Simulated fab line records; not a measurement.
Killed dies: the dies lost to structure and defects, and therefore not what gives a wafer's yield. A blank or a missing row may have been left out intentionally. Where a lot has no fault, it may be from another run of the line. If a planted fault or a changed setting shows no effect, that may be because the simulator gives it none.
Which tool was responsible? / flow sky130 / Sampling: 13 lots, 39 wafers, 4 of 708 route steps

WHAT THE GAUGES READ, wafer by wafer
SKY_LDD_LDN_OVL_MEAS_07. Usual: LDD_LDN_OVL typically reads 0.4 nm, with standard deviation 1.6.
lot=L884; measured=day 22 17:50; on=overlay-02; LDD_LDN_OVL (nm)=-0.2 -1.3 -0.5; flag=
lot=L885; measured=day 22 23:34; on=overlay-02; LDD_LDN_OVL (nm)=-1.6 -1.6 -0.5; flag=
lot=L886; measured=day 23 11:02; on=overlay-02; LDD_LDN_OVL (nm)=-0.3 0.1 0.2; flag=
lot=L888; measured=day 24 15:23; on=overlay-01; LDD_LDN_OVL (nm)=-0.4 -1.0 -0.4; flag=
lot=L889; measured=day 24 19:40; on=overlay-02; LDD_LDN_OVL (nm)=1.1 0.7 1.4; flag=
lot=L895; measured=day 27 03:29; on=overlay-02; LDD_LDN_OVL (nm)=-1.4 -0.7 -0.7; flag=
lot=L899; measured=day 28 06:41; on=overlay-01; LDD_LDN_OVL (nm)=-0.8 1.5 0.3; flag=
lot=L900; measured=day 28 08:14; on=overlay-01; LDD_LDN_OVL (nm)=2.8 3.6 2.2; flag=
lot=L901; measured=day 28 23:32; on=overlay-02; LDD_LDN_OVL (nm)=0.7 1.0 0.4; flag=
lot=L903; measured=day 29 16:43; on=overlay-01; LDD_LDN_OVL (nm)=1.1 2.8 2.4; flag=
lot=L904; measured=day 29 21:53; on=overlay-02; LDD_LDN_OVL (nm)=-0.2 -0.5 -0.3; flag=
lot=L905; measured=day 30 04:32; on=overlay-01; LDD_LDN_OVL (nm)=2.5 1.6 2.5; flag=
lot=L906; measured=day 30 13:16; on=overlay-01; LDD_LDN_OVL (nm)=0.4 -0.1 3.1; flag=

SKY_SD_N_CD_MEAS_07: target cd 380 nm. Usual: cd-nm 381.0 nm, standard deviation 2.9.
lot=L884; measured=day 27 18:47; on=cd-sem-01; cd-nm (nm)=378.0 379.8 379.2; flag=
lot=L885; measured=day 28 00:50; on=cd-sem-02; cd-nm (nm)=383.6 384.8 385.2; flag=
lot=L886; measured=day 28 12:31; on=cd-sem-01; cd-nm (nm)=382.2 384.0 381.1; flag=
lot=L888; measured=day 29 13:44; on=cd-sem-01; cd-nm (nm)=381.0 379.5 380.5; flag=
lot=L889; measured=day 29 18:50; on=cd-sem-01; cd-nm (nm)=377.7 380.6 380.9; flag=
lot=L895; measured=day 31 23:43; on=cd-sem-01; cd-nm (nm)=382.7 378.7 379.4; flag=
lot=L899; measured=day 32 23:26; on=cd-sem-01; cd-nm (nm)=377.2 375.3 378.6; flag=
lot=L900; measured=day 33 00:30; on=cd-sem-01; cd-nm (nm)=380.5 381.7 381.1; flag=
lot=L901; measured=day 33 15:40; on=cd-sem-01; cd-nm (nm)=381.4 380.3 381.5; flag=
lot=L903; measured=day 34 06:42; on=cd-sem-02; cd-nm (nm)=387.9 384.3 385.2; flag=
lot=L904; measured=day 34 11:53; on=cd-sem-01; cd-nm (nm)=378.5 379.8 379.0; flag=
lot=L905; measured=day 34 19:07; on=cd-sem-01; cd-nm (nm)=380.4 377.7 376.8; flag=
lot=L906; measured=day 35 03:11; on=cd-sem-01; cd-nm (nm)=381.9 382.5 383.3; flag=

SKY_SD_N_TW_MEAS_12. Usual: SD_N_TW typically reads 3998, with standard deviation 28.
lot=L884; measured=day 27 19:20; on=film-metro-03; SD_N_TW=4015 4006 4023; flag=
lot=L885; measured=day 28 01:23; on=film-metro-01; SD_N_TW=3990 3985 3984; flag=
lot=L886; measured=day 28 13:04; on=film-metro-03; SD_N_TW=4023 4032 4037; flag=
lot=L888; measured=day 29 14:17; on=film-metro-04; SD_N_TW=4008 4000 3994; flag=
lot=L889; measured=day 29 19:23; on=film-metro-01; SD_N_TW=4032 4019 4005; flag=
lot=L895; measured=day 32 00:15; on=film-metro-04; SD_N_TW=3947 3970 3956; flag=
lot=L899; measured=day 32 23:59; on=film-metro-03; SD_N_TW=4032 4025 4031; flag=
lot=L900; measured=day 33 01:02; on=film-metro-03; SD_N_TW=4034 4012 4014; flag=
lot=L901; measured=day 33 16:12; on=film-metro-04; SD_N_TW=3994 3977 3993; flag=
lot=L903; measured=day 34 07:15; on=film-metro-04; SD_N_TW=4010 3996 3995; flag=
lot=L904; measured=day 34 12:26; on=film-metro-03; SD_N_TW=3967 4020 4041; flag=
lot=L905; measured=day 34 19:40; on=film-metro-04; SD_N_TW=4000 4014 4005; flag=
lot=L906; measured=day 35 03:44; on=film-metro-04; SD_N_TW=3958 3972 3964; flag=

TOOL THAT RAN EACH LOT (tool first, then ch and the chambers of the sampled wafers, then the start)
lot=L884; SKY_LDD_HVN_EXPOSE_04=iline-stepper-01 ch 0, day 19 11:34
lot=L885; SKY_LDD_HVN_EXPOSE_04=iline-stepper-01 ch 0, day 19 16:56
lot=L886; SKY_LDD_HVN_EXPOSE_04=iline-stepper-02 ch 0, day 20 05:17
lot=L888; SKY_LDD_HVN_EXPOSE_04=iline-stepper-02 ch 0, day 21 11:01
lot=L889; SKY_LDD_HVN_EXPOSE_04=iline-stepper-01 ch 0, day 21 15:13
lot=L895; SKY_LDD_HVN_EXPOSE_04=iline-stepper-02 ch 0, day 24 00:43
lot=L899; SKY_LDD_HVN_EXPOSE_04=iline-stepper-02 ch 0, day 25 06:10
lot=L900; SKY_LDD_HVN_EXPOSE_04=iline-stepper-01 ch 0, day 25 08:43
lot=L901; SKY_LDD_HVN_EXPOSE_04=iline-stepper-02 ch 0, day 25 23:35
lot=L903; SKY_LDD_HVN_EXPOSE_04=iline-stepper-02 ch 0, day 26 17:28
lot=L904; SKY_LDD_HVN_EXPOSE_04=iline-stepper-01 ch 0, day 26 22:53
lot=L905; SKY_LDD_HVN_EXPOSE_04=iline-stepper-02 ch 0, day 27 05:38
lot=L906; SKY_LDD_HVN_EXPOSE_04=iline-stepper-02 ch 0, day 27 16:11
- SKY_LDD_HVN_EXPOSE_04: exposes mask HVNTM, target cd 700 nm.

WHAT THE TOOLS THEMSELVES READ (means of the sampled wafers that have a number; where no wafer has one, the mark that the record gives instead)
SKY_LDD_HVN_EXPOSE_04. Usual: exposure-dose-mJ-cm2 127.00, standard deviation 0.13; stage-vel-mm-s 499.99 mm/s, standard deviation 0.26.
lot=L884; tool=iline-stepper-01; exposure-dose-mJ-cm2=127.10; stage-vel-mm-s (mm/s)=500.02; flag=
lot=L885; tool=iline-stepper-01; exposure-dose-mJ-cm2=127.26; stage-vel-mm-s (mm/s)=499.93; flag=
lot=L886; tool=iline-stepper-02; exposure-dose-mJ-cm2=127.02; stage-vel-mm-s (mm/s)=500.14; flag=
lot=L888; tool=iline-stepper-02; exposure-dose-mJ-cm2=126.89; stage-vel-mm-s (mm/s)=499.91; flag=
lot=L889; tool=iline-stepper-01; exposure-dose-mJ-cm2=126.98; stage-vel-mm-s (mm/s)=500.02; flag=
lot=L895; tool=iline-stepper-02; exposure-dose-mJ-cm2=126.97; stage-vel-mm-s (mm/s)=499.99; flag=
lot=L899; tool=iline-stepper-02; exposure-dose-mJ-cm2=127.01; stage-vel-mm-s (mm/s)=499.95; flag=
lot=L900; tool=iline-stepper-01; exposure-dose-mJ-cm2=126.82; stage-vel-mm-s (mm/s)=499.90; flag=
lot=L901; tool=iline-stepper-02; exposure-dose-mJ-cm2=127.07; stage-vel-mm-s (mm/s)=500.07; flag=
lot=L903; tool=iline-stepper-02; exposure-dose-mJ-cm2=126.91; stage-vel-mm-s (mm/s)=499.95; flag=
lot=L904; tool=iline-stepper-01; exposure-dose-mJ-cm2=126.95; stage-vel-mm-s (mm/s)=500.11; flag=
lot=L905; tool=iline-stepper-02; exposure-dose-mJ-cm2=127.09; stage-vel-mm-s (mm/s)=499.77; flag=
lot=L906; tool=iline-stepper-02; exposure-dose-mJ-cm2=127.00; stage-vel-mm-s (mm/s)=499.79; flag=

THE ANSWER, worked out from the rows above alone
Rule: a lot counts as off when the mean over its wafers that have a number is more than 3 standard deviations away from the usual mean. A lot without any number at a reading at which 4 lots or more have one is off too. Where the step has rows for the other lots, those lots are counted as sound. First the gauges in route order, then the tools' own readings, where a lot's mean is used as printed above. The first step at which some lot is off is used, and at that step the reading that is off furthest; a lot without a number counts as furthest.
None of the lots is off at any reading shown; this tells nothing.

WHAT HAD BEEN PUT IN BY THE SIMULATOR
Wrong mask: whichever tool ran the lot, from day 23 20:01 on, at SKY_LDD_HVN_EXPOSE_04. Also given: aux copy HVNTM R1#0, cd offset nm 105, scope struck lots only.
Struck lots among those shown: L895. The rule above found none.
